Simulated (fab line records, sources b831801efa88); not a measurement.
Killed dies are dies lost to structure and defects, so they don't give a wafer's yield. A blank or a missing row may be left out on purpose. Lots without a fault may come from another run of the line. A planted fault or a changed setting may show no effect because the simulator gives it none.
fab line records | flow sky130 | part 2 of 2: steps 26 to 34 of 34
record lots=5 wafers=15 last_day=49
route steps=708 shown DNWELL@41 PWDE@45 NWELL@56
lots that met no fault: from a run of the same line without faults
start_h: hours from the record's first day to the start of the lot's first wafer shown | wait_h: hours since the lot's step before | " the same as in the row above | L1.1+2: a row that stands for several wafers | - no value, or no start given | * or withheld: withheld | < > ~ a bound
route shown NAME@n: a module of which the file shows steps, and the number in the route of the first | usual: mean/standard deviation of fault-free wafers | same: alike in all rows | chamber/n: place in a boat | sites: the reading at each site | _std_site: their standard deviation | _edge_site: outer sites' mean less inner sites' | radius_mm: how far each site lies from the wafer's centre | mask NAME#n: copy n | behind: the tool/chamber that last shaped the wafer | hold: why the lot was held/for how many hours/how that ended | device: the transistor (n, p or np) that didn't switch | end of line: the same wafers' tests at the end of the route | a step without rows: its recipe alone | killed: dies lost to structure and defects at the first sort, not the wafer's yield | map: a wafer's dies, x killed, . not, _ none there
set.NAME: the setting as run; set.NAME@STEP: as run at that earlier step | model.NAME: the simulator's own value behind a step, which no gauge read
lots at some steps of the route; a table a step, a row a wafer
services: from which hour (start_h, from the record's first day; less than 0 if before it) a tool's chamber was out of use, for how many hours, and why
## steps
# step SKY_NWELL_IMPLANT_13
# recipe species=P energy_kev=50 dose_cm2=7e+11 tilt_deg=withheld
# usual end_station_pressure_torr=4.98e-06/2.7e-07
# columns lot.wafer tool chamber start_h wait_h end_station_pressure_torr
L078.1 implanter-01 0 121.60 0.1 4.38e-06
L078.2 " 0 " " 4.88e-06
L078.3 " 0 " " 5.3e-06
L085.1 implanter-04 0 152.94 0.1 4.91e-06
L085.3 " 0 " " 4.97e-06
L085.6 " 0 " " 4.91e-06
L086.1 implanter-01 0 157.45 0.1 4.77e-06
L086.2 " 0 " " 5.16e-06
L086.6 " 0 " " 5.3e-06
L090.2 implanter-02 0 178.72 0.1 4.7e-06
L090.3 " 0 " " 4.84e-06
L090.4 " 0 " " 4.95e-06
L091.1 implanter-04 0 183.54 0.1 5.5e-06
L091.2 " 0 " " 5.38e-06
L091.4 " 0 " " 4.75e-06
# step SKY_NWELL_STRIP_14
# recipe chemistry=O2/N2 power_w=1400 pressure_mtorr=1500 platen_temp_c=withheld o2_flow_sccm=3000 n2_flow_sccm=300 overash_fraction=0.5
# usual drypump_motor_current_A=5.9/0.41 oes_product_au=0.722/0.0045 strip_time_to_endpoint_s=36.97/0.089
# columns lot.wafer tool chamber start_h wait_h drypump_motor_current_A oes_product_au rf_hours_counter_h strip_time_to_endpoint_s
L078.1 plasma_asher-02 0 121.75 0.1 6.5 0.729 0 37.00
L078.2 " 1 " " 5.9 0.721 0 37.14
L078.3 " 1 " " 5.8 0.720 - 37.01
L085.1 plasma_asher-03 1 153.09 0.1 5.6 0.724 37 37.00
L085.3 " 1 " " 5.6 0.721 - 37.16
L085.6 " 1 " " 5.6 0.724 - 36.96
L086.1 plasma_asher-02 0 157.60 0.1 6.5 0.729 4 37.05
L086.2 " 1 " " 5.8 0.730 4 37.00
L086.6 " 0 " " 6.5 0.725 - 36.86
L090.2 plasma_asher-04 1 178.85 0.1 5.2 0.723 47 36.93
L090.3 " 0 " " 6.0 0.722 - 37.05
L090.4 " 1 " " 5.2 0.717 - 37.08
L091.1 plasma_asher-03 0 183.69 0.1 5.9 0.724 40 37.03
L091.2 " 1 " " 5.6 0.729 40 37.02
L091.4 " 1 " " 5.6 0.724 - 37.15
# step SKY_NWELL_TW_MEAS_15
# usual NWELL_TW=1822/21
# columns lot.wafer tool chamber start_h wait_h NWELL_TW
L078.1 film_metro-04 - 121.85 0.1 1856
L078.2 " - " " 1848
L078.3 " - " " 1859
L085.1 film_metro-01 - 153.19 0.1 1806
L085.3 " - " " 1806
L085.6 " - " " 1810
L086.1 film_metro-02 - 157.70 0.1 1809
L086.2 " - " " 1809
L086.6 " - " " 1807
L090.2 film_metro-04 - 178.96 0.1 1848
L090.3 " - " " 1837
L090.4 " - " " 1836
L091.1 film_metro-04 - 183.79 0.1 1848
L091.2 " - " " 1843
L091.4 " - " " 1843
# step SKY_NWELL_DEHYDRATE_16
# recipe temp_c=200 time_s=60
# usual resist_line_temp_C=22.99/0.11
# columns lot.wafer tool chamber start_h wait_h resist_line_temp_C
L078.1 litho_track-02 0 130.62 8.8 23.00
L078.2 " 0 " " 22.96
L078.3 " 0 " " 23.13
L085.1 litho_track-04 0 163.01 9.8 22.97
L085.3 " 0 " " 22.82
L085.6 " 0 " " 22.90
L086.1 litho_track-04 0 167.50 9.8 23.06
L086.2 " 0 " " 23.13
L086.6 " 0 " " 23.02
L090.2 litho_track-02 0 189.44 10.5 23.04
L090.3 " 0 " " 23.10
L090.4 " 0 " " 23.09
L091.1 litho_track-01 0 193.16 9.4 23.09
L091.2 " 0 " " 22.98
L091.4 " 0 " " 22.81
# step SKY_NWELL_HMDS_17
# recipe prime_time_s=60 prime_temp_c=120
# usual resist_line_temp_C=22.98/0.12
# columns lot.wafer tool chamber start_h wait_h resist_line_temp_C
L078.1 litho_track-02 0 130.77 0.1 22.92
L078.2 " 0 " " 22.92
L078.3 " 0 " " 22.99
L085.1 litho_track-04 0 163.16 0.1 22.90
L085.3 " 0 " " 22.75
L085.6 " 0 " " 22.70
L086.1 litho_track-04 0 167.65 0.1 22.91
L086.2 " 0 " " 22.98
L086.6 " 0 " " 22.81
L090.2 litho_track-02 0 189.59 0.1 22.74
L090.3 " 0 " " 23.08
L090.4 " 0 " " 22.86
L091.1 litho_track-01 0 193.31 0.1 23.08
L091.2 " 0 " " 23.15
L091.4 " 0 " " 23.00
# step SKY_NWELL_COAT_18
# recipe spin_rpm=2000 resist_thk_nm=3000
# usual resist_line_temp_C=22.97/0.11
# columns lot.wafer tool chamber start_h wait_h resist_line_temp_C
L078.1 litho_track-02 0 130.92 0.1 23.07
L078.2 " 0 " " 22.83
L078.3 " 0 " " 23.05
L085.1 litho_track-04 0 163.31 0.1 23.15
L085.3 " 0 " " 22.96
L085.6 " 0 " " 23.00
L086.1 litho_track-04 0 167.80 0.1 22.95
L086.2 " 0 " " 22.83
L086.6 " 0 " " 22.96
L090.2 litho_track-02 0 189.74 0.1 23.17
L090.3 " 0 " " 23.01
L090.4 " 0 " " 23.09
L091.1 litho_track-01 0 193.46 0.1 23.02
L091.2 " 0 " " 22.68
L091.4 " 0 " " 22.93
# step SKY_NWELL_SOFTBAKE_19
# recipe temp_c=110 time_s=withheld
# usual resist_line_temp_C=23.02/0.089
# columns lot.wafer tool chamber start_h wait_h resist_line_temp_C
L078.1 litho_track-02 0 131.07 0.1 23.03
L078.2 " 0 " " 23.08
L078.3 " 0 " " 23.07
L085.1 litho_track-04 0 163.46 0.1 22.91
L085.3 " 0 " " 23.02
L085.6 " 0 " " 22.85
L086.1 litho_track-04 0 167.95 0.1 23.29
L086.2 " 0 " " 22.88
L086.6 " 0 " " 22.99
L090.2 litho_track-02 0 189.90 0.1 23.01
L090.3 " 0 " " 23.00
L090.4 " 0 " " 23.06
L091.1 litho_track-01 0 193.61 0.1 23.02
L091.2 " 0 " " 23.11
L091.4 " 0 " " 22.86
# step SKY_NWELL_EXPOSE_20
# recipe mask_id=NWM_COMPLEMENT na=0.6 source_shape=conventional sigma_outer=0.6 polarization=unpolarized target_cd_nm=840 dose_mj=260
# usual stage_vel_mm_s=500.02/0.23
# columns lot.wafer tool chamber start_h wait_h mask stage_vel_mm_s
L078.1 iline_stepper-02 0 - - NWM_COMPLEMENT#0 500.36
L078.2 " 0 " " NWM_COMPLEMENT#0 499.95
L078.3 " 0 " " NWM_COMPLEMENT#0 500.07
L085.1 iline_stepper-02 0 - - NWM_COMPLEMENT#0 499.85
L085.3 " 0 " " NWM_COMPLEMENT#0 500.07
L085.6 " 0 " " NWM_COMPLEMENT#0 499.81
L086.1 iline_stepper-01 0 - - NWM_COMPLEMENT#0 500.21
L086.2 " 0 " " NWM_COMPLEMENT#0 499.97
L086.6 " 0 " " NWM_COMPLEMENT#0 500.19
L090.2 iline_stepper-01 0 - - NWM_COMPLEMENT#0 499.96
L090.3 " 0 " " NWM_COMPLEMENT#0 499.80
L090.4 " 0 " " NWM_COMPLEMENT#0 499.84
L091.1 iline_stepper-01 0 - - NWM_COMPLEMENT#0 500.27
L091.2 " 0 " " NWM_COMPLEMENT#0 499.89
L091.4 " 0 " " NWM_COMPLEMENT#0 500.17
# step SKY_NWELL_PEB_21
# recipe temp_c=115 time_s=withheld
# usual resist_line_temp_C=22.98/0.11
# columns lot.wafer tool chamber start_h wait_h resist_line_temp_C
L078.1 litho_track-02 0 - - 22.96
L078.2 " 0 " " 22.99
L078.3 " 0 " " 23.02
L085.1 litho_track-04 0 - - 23.03
L085.3 " 0 " " 22.99
L085.6 " 0 " " 23.08
L086.1 litho_track-04 0 - - 23.03
L086.2 " 0 " " 23.15
L086.6 " 0 " " 23.02
L090.2 litho_track-02 0 - - 22.85
L090.3 " 0 " " 22.89
L090.4 " 0 " " 22.79
L091.1 litho_track-04 0 - - 22.94
L091.2 " 0 " " 22.96
L091.4 " 0 " " 22.98
## services
# columns tool chamber start_h hours kind
plasma_asher-01 - 64.96 1.6 repair
iline_stepper-02 - 66.40 0.7 repair
plasma_asher-02 - 94.73 0.6 repair
plasma_asher-01 - 95.22 2.8 pm
plasma_asher-04 - 105.07 28.1 pm
plasma_asher-02 - 108.75 9.0 pm
plasma_asher-02 0 108.75 12.9 vent_cycle
plasma_asher-02 1 108.75 12.9 vent_cycle
plasma_asher-02 - 111.51 10.1 repair
plasma_asher-02 0 117.75 - clean
plasma_asher-02 1 117.75 - clean
implanter-02 - 128.96 1.2 repair
implanter-02 - 129.44 2.6 repair
implanter-01 - 163.69 2.1 repair
iline_stepper-01 - 169.16 1.7 pm
implanter-01 - 202.66 0.8 repair
